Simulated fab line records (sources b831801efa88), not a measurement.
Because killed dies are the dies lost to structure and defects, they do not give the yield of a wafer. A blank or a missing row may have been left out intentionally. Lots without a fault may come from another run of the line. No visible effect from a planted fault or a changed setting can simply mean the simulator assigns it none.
Which of the tools did it? ; flow gf180mcu ; Sampling: 7 lots, 21 wafers, 2 of 602 route steps

== WHAT THE GAUGES READ, wafer by wafer ==
GF_SALICIDE_THK_MEAS_05: measures by xrf.
lot;measured;on;SALICIDE_TIN_THK (nm)
L437;day 16 01:13;film metro-01;20.26 20.50 20.23
L442;day 17 12:18;film metro-01;20.04 19.95 19.80
L444;day 18 15:29;film metro-04;20.12 20.34 20.13
L449;day 20 06:59;film metro-01;19.98 19.56 20.16
L452;day 21 08:23;film metro-04;20.14 20.08 20.05
L454;day 21 20:49;film metro-04;19.98 19.86 20.13
L458;day 23 10:19;film metro-02;20.10 19.93 19.87

== WHAT TOOL EACH LOT RAN ON (gives the tool, then ch and the chambers of the sampled wafers, and finally the start) ==
lot;GF_HV_LDD_IMPLANT_35
L437;implanter-01 ch 0, day 12 09:06
L442;implanter-03 ch 0, day 13 16:08
L444;implanter-02 ch 0, day 14 17:21
L449;implanter-01 ch 0, day 16 04:22
L452;implanter-01 ch 0, day 17 04:05
L454;implanter-03 ch 0, day 17 17:02
L458;implanter-03 ch 0, day 19 05:50
- GF_HV_LDD_IMPLANT_35

== THE ANSWER, worked out from the rows above alone ==
Rule: the usual values come from the lots themselves. Put in order of their means at a reading, lots are off if they are a third of the lots or fewer, leave a main group of 4 or more, and stand apart from it by a gap of 3 or more times the standard deviation of the main group's means; of several such gaps the widest counts. If all means in a main group match to the digits the tables above print for the reading, that group is not used. A lot without any number at a reading at which 4 lots or more have one is off too. Any other lot the step has rows for is counted as sound.
None of the lots is off at any reading shown; this tells nothing.

== WHAT HAD BEEN PUT IN BY THE SIMULATOR ==
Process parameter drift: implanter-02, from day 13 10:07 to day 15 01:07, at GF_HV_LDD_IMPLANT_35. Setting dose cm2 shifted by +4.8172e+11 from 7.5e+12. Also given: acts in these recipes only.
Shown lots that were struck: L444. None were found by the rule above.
